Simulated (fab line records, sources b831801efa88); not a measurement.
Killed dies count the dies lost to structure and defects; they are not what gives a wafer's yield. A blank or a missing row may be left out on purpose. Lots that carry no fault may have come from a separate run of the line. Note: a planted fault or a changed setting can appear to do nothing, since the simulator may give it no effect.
fab line records + flow sky130 + part 2 of 2: steps 30 to 40 of 40
record
- lots=5
- wafers=15
- lastDay=50
route steps=708 shown NWELL@65 PWDE@84 VT_ADJUST_HVTP@85 VT_ADJUST_LVTN@97
lots that met no fault: taken from a fault-free run of the same line
startH: hours from the record's first day to the start of the lot's first wafer shown + waitH: how many hours have passed since the lot's step before this one + " as in the row above + L1.1+2: a row that stands for several wafers + - no value, or no start given + * or withheld: withheld + < > ~ a bound
route shown NAME@n: NAME is a module with steps in the file, n the number in the route of the first one + usual: mean/standard deviation of fault-free wafers + same: alike in all rows + chamber/n: place in a boat + sites: each site's reading + _std_site: how widely they spread, as a standard deviation + _edge_site: inner sites' mean taken away from outer sites' mean + radiusMm: how far each site lies from the wafer's centre + mask NAME#n: copy n + behind: the most recent tool/chamber to have shaped the wafer + hold: cause of the lot's hold/its duration in hours/its outcome + device: which transistor (n, p or np) failed to switch + end of line: the route-end tests of the same wafers + a step given without rows: its recipe and nothing more + killed: count of dies lost to structure and defects at first sort (not the wafer's yield) + map: a wafer's dies, x killed, . not, _ none there
set.NAME: setting as actually run; set.NAME@STEP: the setting as run at that earlier step + model.NAME: the simulator's own value behind a step, which no gauge read
lots at some steps of the route; a table a step, a row a wafer
services: the hour from which a tool's chamber was out of use, counted from the record's first day as startH (under 0 if before that day), plus the number of hours and why
## steps
# step SKY_VT_ADJUST_HVTP_STRIP_10
# recipe
- chemistry=O2/N2
- powerW=1400
- pressureMtorr=1500
- platenTempC=withheld
- o2FlowSccm=3000
- n2FlowSccm=300
- overashFraction=0.5
# usual
- drypumpMotorCurrentA=5.8/0.43
- oesProductAu=0.715/0.0049
- stripTimeToEndpointS=14.18/0.038
| lot.wafer | tool           | chamber | startH | waitH | drypumpMotorCurrentA | oesProductAu | rfHoursCounterH | stripTimeToEndpointS |
|-----------|----------------|---------|--------|-------|----------------------|--------------|-----------------|----------------------|
| L075.1    | plasmaAsher-03 | 1       | 130.87 | 0.1   | 6.3                  | 0.719        | 32              | 14.21                |
| L075.4    | "              | 1       | "      | "     | 6.3                  | 0.701        | -               | 14.21                |
| L075.5    | "              | 1       | "      | "     | 6.3                  | 0.718        | -               | 14.21                |
| L087.2    | plasmaAsher-01 | 1       | 209.72 | 0.1   | 5.4                  | 0.715        | 7               | 14.15                |
| L087.5    | "              | 1       | "      | "     | 5.4                  | 0.712        | -               | 14.15                |
| L087.6    | "              | 0       | "      | "     | 5.0                  | 0.707        | -               | 14.19                |
| L091.3    | plasmaAsher-03 | 1       | 232.75 | 0.1   | 6.3                  | 0.719        | -               | 14.14                |
| L091.4    | "              | 0       | "      | "     | 6.1                  | 0.718        | -               | 14.18                |
| L091.6    | "              | 0       | "      | "     | 6.2                  | 0.726        | -               | 14.14                |
| L094.2    | plasmaAsher-01 | 0       | 250.02 | 0.1   | 4.9                  | 0.715        | 11              | 14.22                |
| L094.5    | "              | 0       | "      | "     | 4.9                  | 0.721        | -               | 14.14                |
| L094.6    | "              | 1       | "      | "     | 5.4                  | 0.718        | -               | 14.21                |
| L097.3    | plasmaAsher-02 | 1       | 267.80 | 0.1   | 5.8                  | 0.719        | -               | 14.15                |
| L097.4    | "              | 0       | "      | "     | 5.8                  | 0.718        | -               | 14.19                |
| L097.6    | "              | 1       | "      | "     | 5.8                  | 0.710        | -               | 14.16                |
# step SKY_VT_ADJUST_HVTP_TW_MEAS_11
# usual
- VT_ADJUST_HVTP_TW=1362/10
| lot.wafer | tool         | chamber | startH | waitH | VT_ADJUST_HVTP_TW |
|-----------|--------------|---------|--------|-------|-------------------|
| L075.1    | filmMetro-03 | -       | 130.97 | 0.1   | 1345              |
| L075.4    | "            | -       | "      | "     | 1348              |
| L075.5    | "            | -       | "      | "     | 1350              |
| L087.2    | filmMetro-02 | -       | 209.83 | 0.1   | 1378              |
| L087.5    | "            | -       | "      | "     | 1369              |
| L087.6    | "            | -       | "      | "     | 1376              |
| L091.3    | filmMetro-03 | -       | 232.84 | 0.1   | 1359              |
| L091.4    | "            | -       | "      | "     | 1350              |
| L091.6    | "            | -       | "      | "     | 1356              |
| L094.2    | filmMetro-02 | -       | 250.13 | 0.1   | 1376              |
| L094.5    | "            | -       | "      | "     | 1373              |
| L094.6    | "            | -       | "      | "     | 1371              |
| L097.3    | filmMetro-02 | -       | 267.89 | 0.1   | 1368              |
| L097.4    | "            | -       | "      | "     | 1362              |
| L097.6    | "            | -       | "      | "     | 1365              |
# step SKY_VT_ADJUST_LVTN_DEHYDRATE_00
# recipe
- tempC=200
- timeS=60
# usual
- plateTempC=200.02/0.15
# same
- timeS=60
| lot.wafer | tool          | chamber | startH | waitH | plateTempC |
|-----------|---------------|---------|--------|-------|------------|
| L075.1    | lithoTrack-01 | 0       | 138.76 | 7.8   | 200.00     |
| L075.4    | "             | 0       | "      | "     | 200.21     |
| L075.5    | "             | 0       | "      | "     | 199.85     |
| L087.2    | lithoTrack-01 | 0       | 220.68 | 10.8  | 199.88     |
| L087.5    | "             | 0       | "      | "     | 199.90     |
| L087.6    | "             | 0       | "      | "     | 200.25     |
| L091.3    | lithoTrack-03 | 0       | 243.80 | 11.0  | 199.85     |
| L091.4    | "             | 0       | "      | "     | 200.13     |
| L091.6    | "             | 0       | "      | "     | 200.11     |
| L094.2    | lithoTrack-02 | 0       | 261.49 | 11.4  | 200.35     |
| L094.5    | "             | 0       | "      | "     | 199.99     |
| L094.6    | "             | 0       | "      | "     | 200.04     |
| L097.3    | lithoTrack-01 | 0       | 279.31 | 11.4  | 199.92     |
| L097.4    | "             | 0       | "      | "     | 200.04     |
| L097.6    | "             | 0       | "      | "     | 200.02     |
# step SKY_VT_ADJUST_LVTN_HMDS_01
# recipe
- primeTimeS=60
- primeTempC=120
| lot.wafer  | tool          | chamber | startH | waitH |
|------------|---------------|---------|--------|-------|
| L075.1+4+5 | lithoTrack-01 | 0       | 138.91 | 0.1   |
| L087.2+5+6 | lithoTrack-01 | 0       | 220.83 | 0.1   |
| L091.3+4+6 | lithoTrack-03 | 0       | 243.95 | 0.1   |
| L094.2+5+6 | lithoTrack-02 | 0       | 261.64 | 0.1   |
| L097.3+4+6 | lithoTrack-01 | 0       | 279.46 | 0.1   |
# step SKY_VT_ADJUST_LVTN_COAT_02
# recipe
- spinRpm=2000
- resistThkNm=3000
| lot.wafer  | tool          | chamber | startH | waitH |
|------------|---------------|---------|--------|-------|
| L075.1+4+5 | lithoTrack-01 | 0       | 139.06 | 0.1   |
| L087.2+5+6 | lithoTrack-01 | 0       | 220.98 | 0.1   |
| L091.3+4+6 | lithoTrack-03 | 0       | 244.10 | 0.1   |
| L094.2+5+6 | lithoTrack-02 | 0       | 261.79 | 0.1   |
| L097.3+4+6 | lithoTrack-01 | 0       | 279.61 | 0.1   |
# step SKY_VT_ADJUST_LVTN_SOFTBAKE_03
# recipe
- tempC=110
- timeS=withheld
# usual
- plateTempC=109.98/0.15
| lot.wafer | tool          | chamber | startH | waitH | plateTempC |
|-----------|---------------|---------|--------|-------|------------|
| L075.1    | lithoTrack-01 | 0       | 139.21 | 0.1   | 109.93     |
| L075.4    | "             | 0       | "      | "     | 110.04     |
| L075.5    | "             | 0       | "      | "     | 109.90     |
| L087.2    | lithoTrack-01 | 0       | 221.14 | 0.1   | 109.92     |
| L087.5    | "             | 0       | "      | "     | 110.17     |
| L087.6    | "             | 0       | "      | "     | 109.81     |
| L091.3    | lithoTrack-03 | 0       | 244.27 | 0.1   | 110.04     |
| L091.4    | "             | 0       | "      | "     | 109.99     |
| L091.6    | "             | 0       | "      | "     | 109.87     |
| L094.2    | lithoTrack-02 | 0       | 261.95 | 0.1   | 110.36     |
| L094.5    | "             | 0       | "      | "     | 110.17     |
| L094.6    | "             | 0       | "      | "     | 110.37     |
| L097.3    | lithoTrack-01 | 0       | 279.78 | 0.1   | 109.81     |
| L097.4    | "             | 0       | "      | "     | 109.98     |
| L097.6    | "             | 0       | "      | "     | 110.12     |
# step SKY_VT_ADJUST_LVTN_EXPOSE_04
# recipe
- maskId=NWM_COMPLEMENT_LESS_NATIVE
- na=0.6
- sourceShape=conventional
- sigmaOuter=0.6
- polarization=unpolarized
- targetCdNm=840
- doseMj=197.1
# usual
- exposureDoseMJCm2=197.13/0.19
| lot.wafer | tool            | chamber | startH | waitH | mask                         | exposureDoseMJCm2 |
|-----------|-----------------|---------|--------|-------|------------------------------|-------------------|
| L075.1    | ilineStepper-02 | 0       | -      | -     | NWM_COMPLEMENT_LESS_NATIVE#0 | 197.01            |
| L075.4    | "               | 0       | "      | "     | NWM_COMPLEMENT_LESS_NATIVE#0 | 197.18            |
| L075.5    | "               | 0       | "      | "     | NWM_COMPLEMENT_LESS_NATIVE#0 | 197.12            |
| L087.2    | ilineStepper-02 | 0       | -      | -     | NWM_COMPLEMENT_LESS_NATIVE#0 | 197.24            |
| L087.5    | "               | 0       | "      | "     | NWM_COMPLEMENT_LESS_NATIVE#0 | 197.30            |
| L087.6    | "               | 0       | "      | "     | NWM_COMPLEMENT_LESS_NATIVE#0 | 197.32            |
| L091.3    | ilineStepper-01 | 0       | -      | -     | NWM_COMPLEMENT_LESS_NATIVE#0 | 197.10            |
| L091.4    | "               | 0       | "      | "     | NWM_COMPLEMENT_LESS_NATIVE#0 | 197.15            |
| L091.6    | "               | 0       | "      | "     | NWM_COMPLEMENT_LESS_NATIVE#0 | 197.31            |
| L094.2    | ilineStepper-02 | 0       | -      | -     | NWM_COMPLEMENT_LESS_NATIVE#0 | 196.95            |
| L094.5    | "               | 0       | "      | "     | NWM_COMPLEMENT_LESS_NATIVE#0 | 197.34            |
| L094.6    | "               | 0       | "      | "     | NWM_COMPLEMENT_LESS_NATIVE#0 | 197.25            |
| L097.3    | ilineStepper-02 | 0       | -      | -     | NWM_COMPLEMENT_LESS_NATIVE#0 | 197.01            |
| L097.4    | "               | 0       | "      | "     | NWM_COMPLEMENT_LESS_NATIVE#0 | 197.01            |
| L097.6    | "               | 0       | "      | "     | NWM_COMPLEMENT_LESS_NATIVE#0 | 197.09            |
# step SKY_VT_ADJUST_LVTN_PEB_05
# recipe
- tempC=115
- timeS=withheld
# usual
- plateTempC=115.00/0.13
| lot.wafer | tool          | chamber | startH | waitH | plateTempC |
|-----------|---------------|---------|--------|-------|------------|
| L075.1    | lithoTrack-01 | 0       | -      | -     | 115.13     |
| L075.4    | "             | 0       | "      | "     | 115.17     |
| L075.5    | "             | 0       | "      | "     | 115.14     |
| L087.2    | lithoTrack-01 | 0       | -      | -     | 115.05     |
| L087.5    | "             | 0       | "      | "     | 115.11     |
| L087.6    | "             | 0       | "      | "     | 115.12     |
| L091.3    | lithoTrack-03 | 0       | -      | -     | 115.24     |
| L091.4    | "             | 0       | "      | "     | 115.21     |
| L091.6    | "             | 0       | "      | "     | 115.05     |
| L094.2    | lithoTrack-03 | 0       | -      | -     | 114.89     |
| L094.5    | "             | 0       | "      | "     | 114.67     |
| L094.6    | "             | 0       | "      | "     | 114.73     |
| L097.3    | lithoTrack-03 | 0       | -      | -     | 115.32     |
| L097.4    | "             | 0       | "      | "     | 115.10     |
| L097.6    | "             | 0       | "      | "     | 115.41     |
# step SKY_VT_ADJUST_LVTN_DEVELOP_06
# recipe
- wallAngleDeg=90
- developer=TMAH
- developTimeS=60
- devTempC=23
| lot.wafer  | tool          | chamber | startH | waitH |
|------------|---------------|---------|--------|-------|
| L075.1+4+5 | lithoTrack-01 | 0       | -      | -     |
| L087.2+5+6 | lithoTrack-01 | 0       | -      | -     |
| L091.3+4+6 | lithoTrack-03 | 0       | -      | -     |
| L094.2+5+6 | lithoTrack-03 | 0       | -      | -     |
| L097.3+4+6 | lithoTrack-03 | 0       | -      | -     |
# step SKY_VT_ADJUST_LVTN_OVL_MEAS_07
# usual
- VT_ADJUST_LVTN_OVL=-0.2/1.5
| lot.wafer | tool       | chamber | startH | waitH | VT_ADJUST_LVTN_OVL[nm] |
|-----------|------------|---------|--------|-------|------------------------|
| L075.1    | overlay-02 | -       | 149.56 | -     | -0.5                   |
| L075.4    | "          | -       | "      | "     | -3.5                   |
| L075.5    | "          | -       | "      | "     | 0.1                    |
| L087.2    | overlay-02 | -       | 232.12 | -     | -1.3                   |
| L087.5    | "          | -       | "      | "     | 0.4                    |
| L087.6    | "          | -       | "      | "     | -1.0                   |
| L091.3    | overlay-01 | -       | 256.26 | -     | 0.9                    |
| L091.4    | "          | -       | "      | "     | 0.2                    |
| L091.6    | "          | -       | "      | "     | 0.2                    |
| L094.2    | overlay-01 | -       | 274.01 | -     | -0.1                   |
| L094.5    | "          | -       | "      | "     | 1.0                    |
| L094.6    | "          | -       | "      | "     | -1.0                   |
| L097.3    | overlay-01 | -       | 292.56 | -     | -2.2                   |
| L097.4    | "          | -       | "      | "     | -3.2                   |
| L097.6    | "          | -       | "      | "     | -0.9                   |
# step SKY_VT_ADJUST_LVTN_IMPLANT_08
# recipe
- species=B
- energyKev=30
- doseCm2=1.57e+12
- tiltDeg=withheld
| lot.wafer  | tool         | chamber | startH | waitH |
|------------|--------------|---------|--------|-------|
| L075.1+4+5 | implanter-02 | 0       | 149.60 | 0.0   |
| L087.2+5+6 | implanter-01 | 0       | 232.17 | 0.0   |
| L091.3+4+6 | implanter-02 | 0       | 256.34 | 0.1   |
| L094.2+5+6 | implanter-02 | 0       | 274.06 | 0.0   |
| L097.3+4+6 | implanter-03 | 0       | 292.64 | 0.1   |
## services
| tool            | chamber | startH | hours | kind   |
|-----------------|---------|--------|-------|--------|
| ilineStepper-02 | -       | 73.03  | 8.9   | pm     |
| rtpAnneal-01    | -       | 96.01  | 1.7   | repair |
| plasmaAsher-01  | -       | 103.84 | 0.4   | repair |
| plasmaAsher-01  | -       | 108.76 | 9.0   | pm     |
| plasmaAsher-01  | -       | 117.76 | 15.6  | pm     |
| ilineStepper-01 | -       | 151.44 | 4.3   | pm     |
| ilineStepper-02 | -       | 155.77 | 1.7   | pm     |
| implanter-01    | -       | 156.19 | 1.8   | repair |
| implanter-04    | -       | 160.46 | 1.5   | repair |
| plasmaAsher-01  | -       | 172.23 | 3.5   | repair |
| implanter-01    | -       | 175.51 | 2.8   | pm     |
| implanter-04    | -       | 183.36 | 10.1  | pm     |
| implanter-03    | -       | 192.58 | 0.8   | repair |
| implanter-04    | -       | 201.05 | 5.5   | repair |
| plasmaAsher-01  | -       | 202.07 | 3.4   | repair |
| plasmaAsher-04  | -       | 221.36 | 5.4   | repair |
| plasmaAsher-01  | -       | 229.66 | 2.8   | pm     |
| ilineStepper-01 | -       | 235.34 | 1.7   | pm     |
| plasmaAsher-03  | -       | 239.59 | 0.5   | repair |
| plasmaAsher-04  | -       | 244.13 | 2.8   | pm     |
| plasmaAsher-04  | -       | 246.92 | 1.7   | repair |
| ilineStepper-02 | -       | 247.65 | 1.5   | repair |
| plasmaAsher-04  | -       | 255.54 | 11.1  | repair |
| implanter-02    | -       | 277.86 | 0.8   | repair |
